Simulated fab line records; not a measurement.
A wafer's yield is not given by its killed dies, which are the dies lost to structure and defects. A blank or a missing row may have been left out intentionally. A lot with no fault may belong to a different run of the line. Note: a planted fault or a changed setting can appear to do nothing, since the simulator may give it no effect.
fab line records	flow sky130
record lots=6	wafers=18	last_day=50
route steps=708 shown METAL5@664 PASSIVATION@681 PAD_OPEN@694
lots that met no fault: taken from a fault-free run of the same line
start_h: hours from the record's opening day to when the first of the lot's shown wafers began	wait_h: how many hours have passed since the lot's step before this one	" repeats the value in the row above	L1.1+2: a single row standing in for several wafers	- no value present, or no start provided	* or withheld: withheld	< > ~ a bound
route shown NAME@n: a module of which the file shows steps, and the number in the route of the first	usual: average and standard deviation across the fault-free wafers	same: alike in all rows	chamber/n: place in a boat	sites: the reading at each site	_std_site: standard deviation of those values	_edge_site: outer sites' mean less inner sites'	radius_mm: for every site, how far away it sits from the centre of the wafer	mask NAME#n: copy n	behind: tool/chamber where the wafer was last shaped	hold: cause of the lot's hold/its duration in hours/its outcome	device: whichever transistor did not switch (one of n, p or np)	end of line: the same wafers' tests at the end of the route	where a step has no rows: the recipe by itself	killed: not the wafer's yield, but the dies lost to structure and defects at the first sort	map: dies across one wafer; x = killed, . = not, _ = none there
set.NAME: the setting the step ran with; set.NAME@STEP: the setting that earlier step ran with	model.NAME: the simulator's own value behind a step, which no gauge read
lots at some steps of the route; a table a step, a row a wafer
services: when a tool's chamber went out of use (start_h, in hours from the record's first day, below 0 if earlier), for how many hours, and the reason
## steps
# step SKY_METAL5_SPUTTER_03
# recipe material=Ti	target_thk_nm=5	power_w=3000	time_s=3.3	chamber_pressure_pa=0.4
# usual throttle_valve_pct=30.6/1
lot.wafer	tool	chamber	start_h	wait_h	throttle_valve_pct
L936.1	pvd_sputter-01	-	1008.67	0.0	31.6
L936.3	"	-	"	"	29.4
L936.6	"	-	"	"	29.4
L937.4	pvd_sputter-02	-	1009.73	0.0	29.2
L937.5	"	-	"	"	31.2
L937.6	"	-	"	"	29.1
L947.1	pvd_sputter-02	-	1090.85	0.0	31.1
L947.2	"	-	"	"	29.1
L947.5	"	-	"	"	31.0
L948.3	pvd_sputter-03	-	1093.15	0.0	30.4
L948.4	"	-	"	"	29.8
L948.6	"	-	"	"	32.0
L955.2	pvd_sputter-03	-	1127.96	0.0	31.8
L955.3	"	-	"	"	31.8
L955.6	"	-	"	"	29.6
L957.1	pvd_sputter-02	-	1135.02	0.0	29.2
L957.2	"	-	"	"	31.2
L957.5	"	-	"	"	30.0
# step SKY_METAL5_SPUTTER_04
# recipe material=TiN	target_thk_nm=70	power_w=6500	time_s=58.3	chamber_pressure_pa=0.4
# usual throttle_valve_pct=30.6/1
lot.wafer	tool	chamber	start_h	wait_h	throttle_valve_pct
L936.1	pvd_sputter-01	-	1008.69	0.0	31.2
L936.3	"	-	"	"	28.9
L936.6	"	-	"	"	29.0
L937.4	pvd_sputter-02	-	1009.75	0.0	29.1
L937.5	"	-	"	"	31.2
L937.6	"	-	"	"	29.2
L947.1	pvd_sputter-02	-	1090.87	0.0	31.3
L947.2	"	-	"	"	29.2
L947.5	"	-	"	"	31.2
L948.3	pvd_sputter-03	-	1093.17	0.0	30.4
L948.4	"	-	"	"	29.7
L948.6	"	-	"	"	32.0
L955.2	pvd_sputter-03	-	1127.98	0.0	31.9
L955.3	"	-	"	"	31.8
L955.6	"	-	"	"	30.0
L957.1	pvd_sputter-02	-	1135.04	0.0	29.2
L957.2	"	-	"	"	31.2
L957.5	"	-	"	"	30.0
# step SKY_METAL5_RS_MEAS_05
# recipe thk_meas_gauge=four-point-probe	reads=TiN_of_METAL5_SPUTTER_04+Ti_of_METAL5_SPUTTER_03+AlCu_of_METAL5_SPUTTER_02+TiN_of_METAL5_SPUTTER_01+Ti_of_METAL5_SPUTTER_00
# usual METAL5_ALCU_RS=0.0271/0.0003
lot.wafer	tool	chamber	start_h	wait_h	METAL5_ALCU_RS[ohm/sq]
L936.1	film_metro-02	-	1008.73	0.0	0.0267
L936.3	"	-	"	"	0.0272
L936.6	"	-	"	"	0.0272
L937.4	film_metro-03	-	1009.86	0.1	0.0267
L937.5	"	-	"	"	0.0272
L937.6	"	-	"	"	0.0268
L947.1	film_metro-04	-	1090.92	0.0	0.0271
L947.2	"	-	"	"	0.0267
L947.5	"	-	"	"	0.0271
L948.3	film_metro-02	-	1093.26	0.1	0.0266
L948.4	"	-	"	"	0.0269
L948.6	"	-	"	"	0.0267
L955.2	film_metro-02	-	1128.05	0.0	0.0269
L955.3	"	-	"	"	0.0271
L955.6	"	-	"	"	0.0271
L957.1	film_metro-04	-	1135.09	0.0	0.0269
L957.2	"	-	"	"	0.0270
L957.5	"	-	"	"	0.0274
# step SKY_METAL5_THK_MEAS_06
# recipe thk_meas_gauge=xrf	reads=AlCu_of_METAL5_SPUTTER_02
# usual METAL5_ALCU_THK=1155/14
lot.wafer	tool	chamber	start_h	wait_h	METAL5_ALCU_THK[nm]
L936.1	film_metro-02	-	1008.85	0.1	1167
L936.3	"	-	"	"	1142
L936.6	"	-	"	"	1139
L937.4	film_metro-03	-	1009.95	0.1	1176
L937.5	"	-	"	"	1160
L937.6	"	-	"	"	1173
L947.1	film_metro-04	-	1091.04	0.1	1156
L947.2	"	-	"	"	1169
L947.5	"	-	"	"	1161
L948.3	film_metro-02	-	1093.36	0.1	1171
L948.4	"	-	"	"	1159
L948.6	"	-	"	"	1159
L955.2	film_metro-02	-	1128.16	0.1	1161
L955.3	"	-	"	"	1150
L955.6	"	-	"	"	1151
L957.1	film_metro-04	-	1135.21	0.1	1168
L957.2	"	-	"	"	1169
L957.5	"	-	"	"	1145
# step SKY_METAL5_DEHYDRATE_07
# recipe temp_c=200	time_s=60
# step SKY_METAL5_HMDS_08
# recipe prime_time_s=60	prime_temp_c=120
# step SKY_METAL5_COAT_09
# recipe resist=NOVOLAK	spin_rpm=3000	resist_thk_nm=1800
# step SKY_METAL5_SOFTBAKE_10
# recipe temp_c=90	time_s=60	resist=NOVOLAK
# step SKY_METAL5_EXPOSE_11
# recipe mask_id=MM5	na=0.6	source_shape=conventional	sigma_outer=0.6	polarization=unpolarized	target_cd_nm=1600	dose_mj=190
# step SKY_METAL5_PEB_12
# recipe temp_c=withheld	time_s=*	resist=NOVOLAK
# step SKY_METAL5_DEVELOP_13
# recipe resist=NOVOLAK	developer=TMAH	develop_time_s=60	dev_temp_c=23
# step SKY_METAL5_DESCUM_14
# recipe chemistry=O2	source_power_w=150	bias_power_w=0	pressure_mtorr=10	temp_c=40	time_s=11
# usual drypump_motor_current_A=5.9/0.4	oes_product_au=0.999/0.011
lot.wafer	tool	chamber	start_h	wait_h	drypump_motor_current_A	oes_product_au	rf_hours_counter_h
L936.1	rie_metal-04	0	1031.59	0.1	6.1	0.980	18
L936.3	"	0	"	"	6.1	0.976	-
L936.6	"	0	"	"	6.1	1.000	-
L937.4	rie_metal-01	0	1032.89	0.1	6.4	0.987	-
L937.5	"	1	"	"	5.3	0.992	-
L937.6	"	0	"	"	6.4	0.986	-
L947.1	rie_metal-03	1	1111.34	0.1	5.9	1.005	13
L947.2	"	0	"	"	5.6	1.016	23
L947.5	"	1	"	"	6.0	1.010	-
L948.3	rie_metal-01	1	1113.09	0.1	5.2	0.993	-
L948.4	"	0	"	"	6.4	0.980	-
L948.6	"	0	"	"	6.4	0.984	-
L955.2	rie_metal-04	1	1146.99	0.1	6.0	1.004	-
L955.3	"	1	"	"	6.0	1.009	-
L955.6	"	1	"	"	6.0	1.019	-
L957.1	rie_metal-04	1	1153.78	0.1	6.0	0.999	11
L957.2	"	0	"	"	6.1	0.975	26
L957.5	"	0	"	"	6.1	0.977	-
# step SKY_METAL5_METAL_ETCH_15
# recipe target_depth_a=12600	stop_on=SiO2	over_etch_frac=0.2079	time_s=252	chemistry=Cl2/BCl3	resist_sidewall_deg=86	pressure_mtorr=10	icp_w=900	bias_w=48.5	Cl2_flow_sccm=60	bcl3_flow_sccm=30
# usual drypump_motor_current_A=5.9/0.4	mfc_cl2_sccm=60.02/0.17	oes_product_au=0.891/0.0048	throttle_valve_pct=22.265/0.009
# same over_etch_frac=0.2079
lot.wafer	tool	chamber	start_h	wait_h	drypump_motor_current_A	mfc_cl2_sccm	oes_product_au	rf_hours_counter_h	throttle_valve_pct
L936.1	rie_metal-04	0	1031.66	0.1	6.1	60.02	0.895	18	22.261
L936.3	"	0	"	"	6.1	60.09	0.888	-	22.263
L936.6	"	0	"	"	6.1	60.34	0.895	-	22.257
L937.4	rie_metal-01	0	1032.99	0.1	6.4	60.33	0.893	-	22.280
L937.5	"	1	"	"	5.2	59.93	0.885	-	22.260
L937.6	"	0	"	"	6.4	60.26	0.899	-	22.266
L947.1	rie_metal-03	1	1111.37	0.0	6.0	59.99	0.896	13	22.272
L947.2	"	0	"	"	5.6	59.90	0.884	23	22.273
L947.5	"	1	"	"	6.0	60.06	0.889	-	22.261
L948.3	rie_metal-01	1	1113.19	0.1	5.2	60.03	0.896	-	22.273
L948.4	"	0	"	"	6.4	60.08	0.893	-	22.272
L948.6	"	0	"	"	6.4	60.07	0.888	-	22.263
L955.2	rie_metal-04	1	1147.12	0.1	6.0	59.88	0.890	-	22.253
L955.3	"	1	"	"	6.0	60.04	0.892	-	22.292
L955.6	"	1	"	"	6.0	59.99	0.889	-	22.283
L957.1	rie_metal-04	1	1153.81	0.0	6.0	59.87	0.892	11	22.283
L957.2	"	0	"	"	6.1	60.21	0.889	26	22.259
L957.5	"	0	"	"	6.1	59.99	0.882	-	22.261
# step SKY_METAL5_STRIP_16
# recipe chemistry=O2/N2	power_w=1400	pressure_mtorr=1500	platen_temp_c=withheld	o2_flow_sccm=3000	n2_flow_sccm=300	overash_fraction=0.5
# step SKY_METAL5_STRIP_17
# recipe chemistry=post_etch_residue_remover	time_s=1200	temp_c=72.5
# step SKY_METAL5_CLEAN_18
# recipe chemistry=IPA	time_s=180	temp_c=25
# step SKY_METAL5_CLEAN_19
# recipe chemistry=O3/DIW	dry=n2_spin
# step SKY_PASSIVATION_CVD_00
# recipe material=SiO2	target_thk_nm=90	temp_c=400	time_s=withheld	rf_w=600
# usual heater_power_outer_w=383/55	heater_power_w=653/92
lot.wafer	tool	chamber	start_h	wait_h	heater_power_outer_w	heater_power_w
L936.1	pecvd-02	0	1032.83	0.0	268	550
L936.3	"	1	"	"	419	642
L936.6	"	1	"	"	425	656
L937.4	pecvd-03	2	1033.78	0.0	351	596
L937.5	"	0	"	"	423	635
L937.6	"	2	"	"	355	594
L947.1	pecvd-01	1	1112.20	0.0	476	788
L947.2	"	2	"	"	404	708
L947.5	"	2	"	"	400	697
L948.3	pecvd-01	0	1113.96	0.0	399	658
L948.4	"	0	"	"	398	676
L948.6	"	1	"	"	484	772
L955.2	pecvd-03	0	1148.21	0.0	345	534
L955.3	"	2	"	"	311	547
L955.6	"	1	"	"	426	776
L957.1	pecvd-03	2	1154.64	0.0	340	588
L957.2	"	0	"	"	387	593
L957.5	"	2	"	"	341	594
# step SKY_PASSIVATION_THK_MEAS_01
# recipe reads=SiO2_of_PASSIVATION_CVD_00
# usual PASSIVATION_CVD_00_THK=89.6/1.3
lot.wafer	tool	chamber	start_h	wait_h	PASSIVATION_CVD_00_THK[nm]
L936.1	film_metro-01	-	1032.85	-	87.9
L936.3	"	-	"	"	88.1
L936.6	"	-	"	"	88.8
L937.4	film_metro-03	-	1033.83	-	90.8
L937.5	"	-	"	"	89.3
L937.6	"	-	"	"	90.4
L947.1	film_metro-01	-	1112.22	-	89.3
L947.2	"	-	"	"	87.6
L947.5	"	-	"	"	90.1
L948.3	film_metro-03	-	1114.01	-	89.1
L948.4	"	-	"	"	90.6
L948.6	"	-	"	"	91.0
L955.2	film_metro-02	-	1148.24	-	89.2
L955.3	"	-	"	"	90.3
L955.6	"	-	"	"	89.4
L957.1	film_metro-02	-	1154.66	-	89.3
L957.2	"	-	"	"	89.7
L957.5	"	-	"	"	89.4
# step SKY_PASSIVATION_CVD_02
# recipe material=Si3N4	target_thk_nm=540	temp_c=400	time_s=withheld	rf_w=450
# step SKY_PASSIVATION_THK_MEAS_03
# recipe reads=Si3N4_of_PASSIVATION_CVD_02
# usual PASSIVATION_CVD_02_THK=536/7.4
lot.wafer	tool	chamber	start_h	wait_h	PASSIVATION_CVD_02_THK[nm]
L936.1	film_metro-02	-	1033.14	-	530
L936.3	"	-	"	"	526
L936.6	"	-	"	"	534
L937.4	film_metro-02	-	1034.11	-	546
L937.5	"	-	"	"	548
L937.6	"	-	"	"	543
L947.1	film_metro-01	-	1112.51	-	517
L947.2	"	-	"	"	519
L947.5	"	-	"	"	528
L948.3	film_metro-03	-	1114.29	-	522
L948.4	"	-	"	"	531
L948.6	"	-	"	"	536
L955.2	film_metro-02	-	1148.53	-	532
L955.3	"	-	"	"	529
L955.6	"	-	"	"	538
L957.1	film_metro-01	-	1154.94	-	533
L957.2	"	-	"	"	533
L957.5	"	-	"	"	542
# step SKY_PASSIVATION_DEHYDRATE_04
# recipe temp_c=200	time_s=60
# step SKY_PASSIVATION_HMDS_05
# recipe prime_time_s=60	prime_temp_c=120
# step SKY_PASSIVATION_COAT_06
# recipe spin_rpm=2000	resist_thk_nm=3000
# step SKY_PASSIVATION_SOFTBAKE_07
# recipe temp_c=110	time_s=withheld
# step SKY_PASSIVATION_EXPOSE_08
# recipe mask_id=NSM	target_cd_nm=3000	na=0.57	dose_mj=260
# step SKY_PASSIVATION_PEB_09
# recipe temp_c=115	time_s=withheld
# step SKY_PASSIVATION_DEVELOP_10
# recipe develop_time_s=60	dev_temp_c=23
# step SKY_PASSIVATION_ETCH_11
# recipe chemistry=CF4/O2	target_depth_nm=725	stop_on=AlCu	source_w=800	bias_w=150	pressure_mtorr=150	cf4_flow_sccm=80	O2_flow_sccm=10	time_s=161.1
# step SKY_PASSIVATION_STRIP_12
# recipe chemistry=O2/N2	power_w=1400	pressure_mtorr=1500	platen_temp_c=withheld	overash_fraction=0.7	o2_flow_sccm=3000	n2_flow_sccm=300
# usual drypump_motor_current_A=5.7/0.45	oes_product_au=0.662/0.0049	strip_time_to_endpoint_s=31.49/0.12
lot.wafer	tool	chamber	start_h	wait_h	drypump_motor_current_A	oes_product_au	rf_hours_counter_h	strip_time_to_endpoint_s
L936.1	plasma_asher-04	0	1054.28	0.1	6.2	0.668	31	31.43
L936.3	"	0	"	"	6.3	0.665	-	31.26
L936.6	"	1	"	"	5.5	0.660	-	31.51
L937.4	plasma_asher-03	0	1055.88	0.1	6.3	0.661	-	31.45
L937.5	"	1	"	"	5.9	0.661	-	31.34
L937.6	"	0	"	"	6.3	0.657	-	31.55
L947.1	plasma_asher-02	1	1132.50	0.1	5.2	0.661	6	31.56
L947.2	"	0	"	"	5.1	0.668	6	31.59
L947.5	"	0	"	"	5.1	0.666	-	31.64
L948.3	plasma_asher-02	0	1134.03	0.1	5.1	0.659	-	31.53
L948.4	"	1	"	"	5.2	0.659	-	31.38
L948.6	"	0	"	"	5.1	0.670	-	31.34
L955.2	plasma_asher-02	0	1166.58	0.1	5.2	0.665	10	31.77
L955.3	"	1	"	"	5.2	0.665	-	31.67
L955.6	"	1	"	"	5.2	0.660	-	31.82
L957.1	plasma_asher-04	0	1172.30	0.1	6.2	0.661	42	31.48
L957.2	"	1	"	"	5.6	0.664	42	31.63
L957.5	"	1	"	"	5.6	0.660	-	31.49
# step SKY_PAD_OPEN_DEHYDRATE_00
# recipe temp_c=200	time_s=60
# step SKY_PAD_OPEN_HMDS_01
# recipe prime_time_s=59.09	prime_temp_c=120
# step SKY_PAD_OPEN_COAT_02
# recipe spin_rpm=2000	resist_thk_nm=3000
# step SKY_PAD_OPEN_SOFTBAKE_03
# recipe temp_c=110	time_s=withheld
# step SKY_PAD_OPEN_EXPOSE_04
# recipe mask_id=PDM	target_cd_nm=60000	na=0.57	dose_mj=260
# step SKY_PAD_OPEN_PEB_05
# recipe temp_c=115	time_s=withheld
# step SKY_PAD_OPEN_DEVELOP_06
# recipe develop_time_s=60	dev_temp_c=23
# step SKY_PAD_OPEN_ETCH_07
# recipe chemistry=CF4/O2	target_depth_nm=725	stop_on=AlCu	source_w=800	bias_w=150	pressure_mtorr=150	cf4_flow_sccm=80	O2_flow_sccm=10	time_s=161.1
# step SKY_PAD_OPEN_STRIP_08
# recipe chemistry=O2/N2	power_w=1400	pressure_mtorr=1500	platen_temp_c=withheld	overash_fraction=0.7	o2_flow_sccm=3000	n2_flow_sccm=300
# step SKY_PAD_OPEN_STRIP_09
# recipe chemistry=post_etch_residue_remover	time_s=1200	temp_c=72.5
# step SKY_PAD_OPEN_CLEAN_10
# recipe chemistry=IPA	time_s=180	temp_c=25
# step SKY_PAD_OPEN_CLEAN_11
# recipe chemistry=O3/DIW	dry=n2_spin
# step SKY_PAD_OPEN_PROBE_99
# usual defect_limited_yield=82.5/2.1	killed_at_M0_to_M3=43/7.7	killed_at_M4_up=3.4/1.9	killed_at_contacts=25/5.6	killed_at_front_end=14/4.3	killed_at_other=0.2/0.5	killed_dies=86/10	killed_open=47/7.2	killed_short=39/6.7	sort_bin_3_pad_short=0.9/0.46	sort_bin_5_function=10.4/1.5	sort_bin_6_memory=6.2/1.2	sort_n_pass=406/10	sort_yield_pct=82.5/2.1
# same gross_dies=492	killed_at_back_side=0	sort_bin_4_leakage[%]=0	sort_bin_8_speed[%]=0
lot.wafer	tool	chamber	start_h	wait_h	defect_limited_yield[%]	killed_at_M0_to_M3	killed_at_M4_up	killed_at_contacts	killed_at_front_end	killed_at_other	killed_dies	killed_open	killed_short	sort_bin_3_pad_short[%]	sort_bin_5_function[%]	sort_bin_6_memory[%]	sort_n_pass	sort_yield_pct[%]	model.etest.tester.sort_n_pass	model.etest.tester.sort_yield_pct	model.etest.tester.sort_bin_5_pct	model.etest.tester.sort_bin_3_pct
L936.1	prober-02	-	1078.15	0.1	82.3	42	3	28	14	0	87	45	42	1.6	10.0	6.1	405	82.3	405	82.32	9.959	1.626
L936.3	prober-02	-	1078.25	0.2	80.1	51	3	29	15	0	98	54	44	1.0	12.8	6.1	394	80.1	394	80.08	12.8	1.016
L936.6	prober-02	-	1078.40	0.2	82.7	41	5	30	9	0	85	47	38	1.0	8.7	7.5	407	82.7	407	82.72	8.74	1.016
L947.1	prober-01	-	1153.21	0.1	84.6	34	6	27	9	0	76	43	33	0.8	8.7	5.9	416	84.6	416	84.55	8.74	0.813
L947.2	prober-01	-	1153.26	0.1	82.9	54	7	12	11	0	84	47	37	1.0	8.3	7.7	408	82.9	408	82.93	8.333	1.016
L947.5	prober-01	-	1153.41	0.2	85.2	37	3	22	11	0	73	40	33	0.6	10.0	4.3	419	85.2	419	85.16	9.959	0.6098
L948.3	prober-02	-	1154.49	0.2	84.6	30	3	24	19	0	76	41	35	2.4	10.0	3.0	416	84.6	416	84.55	9.959	2.439
L948.4	prober-02	-	1154.54	0.2	85.2	41	0	18	14	0	73	38	35	0.6	8.5	5.7	419	85.2	419	85.16	8.537	0.6098
L948.6	prober-02	-	1154.64	0.2	80.7	52	3	28	12	0	95	50	45	1.6	10.6	7.1	397	80.7	397	80.69	10.57	1.626
L955.2	prober-01	-	1186.31	0.1	78.0	40	36	22	9	1	108	48	34	1.2	15.4	5.3	384	78.0	384	78.05	15.45	1.22
L955.3	prober-01	-	1186.36	0.2	76.6	48	34	20	13	0	115	42	46	2.6	13.2	7.5	377	76.6	377	76.63	13.21	2.642
L955.6	prober-01	-	1186.51	0.2	76.6	47	26	23	19	0	115	58	34	1.6	14.4	7.3	377	76.6	377	76.63	14.43	1.626
L957.1	prober-01	-	1191.57	0.1	79.7	30	30	23	16	1	100	41	34	2.2	13.2	4.9	392	79.7	392	79.67	13.21	2.236
L957.2	prober-01	-	1191.62	0.1	77.0	37	27	30	18	1	113	46	43	2.0	14.0	6.9	379	77.0	379	77.03	14.02	2.033
L957.5	prober-01	-	1191.77	0.2	78.5	43	33	17	12	1	106	40	36	1.8	11.8	7.9	386	78.5	386	78.46	11.79	1.829
# killed by level:class
L936.1 CONTACT:geometric_particle:short=9 CONTACT:geometric_particle:open=9 VIA1:geometric_particle:open=9 VIA3:geometric_particle:open=7 VIA2:geometric_particle:open=6 VIA1:geometric_particle:short=6 METAL1:geometric_particle:short=4 POLY_GATE:geometric_particle:short=4
L936.3 CONTACT:geometric_particle:open=12 VIA1:geometric_particle:open=11 VIA3:geometric_particle:open=9 LI_CONTACT:geometric_particle:open=6 METAL2:geometric_particle:short=6 VIA2:geometric_particle:open=6 CONTACT:geometric_particle:short=5 METAL1:geometric_particle:short=5
L936.6 CONTACT:geometric_particle:open=13 VIA1:geometric_particle:open=9 LI_CONTACT:geometric_particle:open=6 POLY_GATE:geometric_particle:open=5 VIA2:geometric_particle:open=5 METAL1:geometric_particle:short=5 METAL2:geometric_particle:short=5 VIA2:geometric_particle:short=5
L947.1 VIA1:geometric_particle:open=12 LI_CONTACT:geometric_particle:open=11 CONTACT:geometric_particle:open=6 LOCAL_INTERCONNECT:geometric_particle:short=5 VIA2:geometric_particle:open=5 METAL4:geometric_particle:short=5 CONTACT:geometric_particle:short=4 VIA1:geometric_particle:short=4
L947.2 VIA2:geometric_particle:open=12 VIA1:geometric_particle:open=9 METAL1:geometric_particle:short=8 VIA3:geometric_particle:open=8 METAL4:geometric_particle:short=5 CONTACT:geometric_particle:open=4 VIA2:geometric_particle:short=4 VIA3:geometric_particle:short=4
L947.5 VIA1:geometric_particle:open=9 CONTACT:geometric_particle:open=8 LI_CONTACT:geometric_particle:open=7 VIA1:geometric_particle:short=5 METAL2:geometric_particle:short=5 VIA2:geometric_particle:open=5 POLY_GATE:geometric_particle:short=4 METAL1:geometric_particle:short=4
L948.3 CONTACT:geometric_particle:open=9 CONTACT:geometric_particle:short=7 LI_CONTACT:geometric_particle:open=6 POLY_GATE:geometric_particle:short=5 VIA1:geometric_particle:open=5 POLY_GATE:geometric_particle:open=4 VIA2:geometric_particle:open=4 METAL3:geometric_particle:short=4
L948.4 CONTACT:geometric_particle:open=10 VIA1:geometric_particle:open=10 METAL2:geometric_particle:short=7 VIA1:geometric_particle:short=6 FIELD_ISO:geometric_particle:short=5 VIA3:geometric_particle:open=5 METAL1:geometric_particle:short=4 FIELD_ISO:geometric_particle:open=3
L948.6 VIA1:geometric_particle:short=11 VIA1:geometric_particle:open=10 LI_CONTACT:geometric_particle:open=10 CONTACT:geometric_particle:short=7 CONTACT:geometric_particle:open=6 VIA3:geometric_particle:open=6 VIA2:geometric_particle:open=6 VIA3:geometric_particle:short=4
L955.2 METAL5:unspecified=26 CONTACT:geometric_particle:open=10 VIA1:geometric_particle:open=9 METAL4:geometric_particle:short=8 VIA2:geometric_particle:open=6 VIA3:geometric_particle:open=6 METAL1:geometric_particle:short=5 LI_CONTACT:geometric_particle:open=4
L955.3 METAL5:unspecified=27 METAL2:geometric_particle:short=9 LI_CONTACT:geometric_particle:open=8 VIA3:geometric_particle:open=8 CONTACT:geometric_particle:open=7 VIA1:geometric_particle:short=7 VIA1:geometric_particle:open=5 VIA2:geometric_particle:short=5
L955.6 METAL5:unspecified=23 VIA1:geometric_particle:open=13 CONTACT:geometric_particle:open=8 VIA2:geometric_particle:open=8 FIELD_ISO:geometric_particle:open=6 LI_CONTACT:geometric_particle:open=6 CONTACT:geometric_particle:short=6 VIA1:geometric_particle:short=6
L957.1 METAL5:unspecified=25 CONTACT:geometric_particle:open=8 VIA1:geometric_particle:open=8 VIA2:geometric_particle:open=8 FIELD_ISO:geometric_particle:open=4 FIELD_ISO:geometric_particle:short=4 POLY_GATE:geometric_particle:short=4 POLY_GATE:geometric_particle:open=4
L957.2 METAL5:unspecified=24 CONTACT:geometric_particle:open=13 VIA1:geometric_particle:open=8 METAL1:geometric_particle:short=6 VIA2:geometric_particle:short=6 VIA2:geometric_particle:open=6 FIELD_ISO:geometric_particle:open=5 LI_CONTACT:geometric_particle:open=5
L957.5 METAL5:unspecified=30 VIA2:geometric_particle:open=8 VIA3:geometric_particle:open=8 CONTACT:geometric_particle:open=7 CONTACT:geometric_particle:short=6 VIA1:geometric_particle:open=5 METAL2:geometric_particle:short=5 FIELD_ISO:geometric_particle:short=4
# map L955.3 (x killed, . not)
__________.......x.._________
________.x.xx.....xx.._______
______.......x....xx...._____
_____....x..x..x...x.....____
____.................x...x___
___x..x.x.xx..xx.........xx__
__.......xx.......x........._
_..........x................x
_.....xx..x...x.x.......x....
_.x..x.xxx.....x..x..x.x..x..
_...xxxx.x..x..x.....x.x..x.x
_..x....x............x.......
_.............x......x.......
_..x............x............
_.x...............x..........
__.........x..x......x....x._
___.x....x..x.x............__
____....x..x....x.x.x..x..___
_____x...x..xxx....x..x..____
______x.x..x.xxxxxx....._____
________...xxxxxxxxxx._______
__________xxxxxxxxxx_________
# map L957.2 (x killed, . not)
__________.........x_________
________..xx...xx....._______
______................x._____
_____.x...x........x.....____
____.x......x..x..........___
___...................x..x.__
__.........xx..xx.x.....x..._
_......x..........x.x.x......
_..........x....x...xxxx.x...
_.x..xx..xx...xxxx.......x...
_x.......x...x..........xxx..
_.......x......x.....x.......
_x.x...x............x.....x.x
_x...x.x.x.....x...x.......x.
_.xxxxx................xx....
__.xxxxxxx...x.xx..x..xxx..._
___xxxxx.x..x...x....x.....__
____xxxxx..........x..x...___
_____xx..xx..............____
______.xx.x..x.x..x....._____
________.....x..x....._______
__________.........x_________
## services
tool	chamber	start_h	hours	kind
pecvd-03	-	984.72	0.5	repair
pecvd-01	-	985.98	0.5	repair
rie_metal-01	-	996.49	0.4	repair
rie_metal-04	1	1007.08	-	clean
rie_metal-04	1	1007.08	29.9	scheduled_down
rie_metal-04	1	1007.08	29.9	vent_cycle
pecvd-02	2	1020.62	8.8	repair
plasma_asher-04	-	1024.59	1.6	repair
pecvd-03	1	1025.07	9.2	repair
rie_metal-03	-	1031.37	1.9	repair
pecvd-03	-	1038.91	0.5	repair
pecvd-02	-	1046.77	0.5	repair
pvd_sputter-02	1	1054.81	-	consumable_replace:kit
pvd_sputter-02	1	1054.81	18.0	scheduled_down
pvd_sputter-02	1	1054.81	18.0	vent_cycle
plasma_asher-02	-	1055.25	9.0	pm
pvd_sputter-03	0	1065.82	-	consumable_replace:kit
pvd_sputter-03	0	1065.82	18.0	scheduled_down
pvd_sputter-03	0	1065.82	18.0	vent_cycle
plasma_asher-04	-	1079.70	2.8	pm
rie_metal-01	-	1088.55	4.3	pm
pvd_sputter-03	3	1131.22	-	consumable_replace:kit
rie_metal-04	0	1131.50	21.5	repair
pecvd-02	-	1171.19	0.9	repair
## key
first_sign step=SKY_PAD_OPEN_PROBE_99	reading=killed_at_M4_up	direction=up	sigmas=14	usual=3.4	struck=31
effect step=SKY_PAD_OPEN_PROBE_99	reading=sort_bin_3_pad_short	direction=up	sigmas=2.3	usual=0.9	struck=1.9	wafers_moved=4
model_effect step=SKY_PAD_OPEN_PROBE_99	value=etest.tester.sort_n_pass	without=404.5	struck=382.5
met_at SKY_METAL5_METAL_ETCH_15
struck_wafers L955.2,L955.3,L955.6,L957.1,L957.2,L957.5
onset_between 1031.66 1147.12
also_fits time
fault kind=chamber_particle_source	tool=rie_metal-04	chamber=-	onset_h=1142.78	steps=SKY_METAL5_METAL_ETCH_15	rate_per_visit_cm2=0.51956	end_h=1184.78
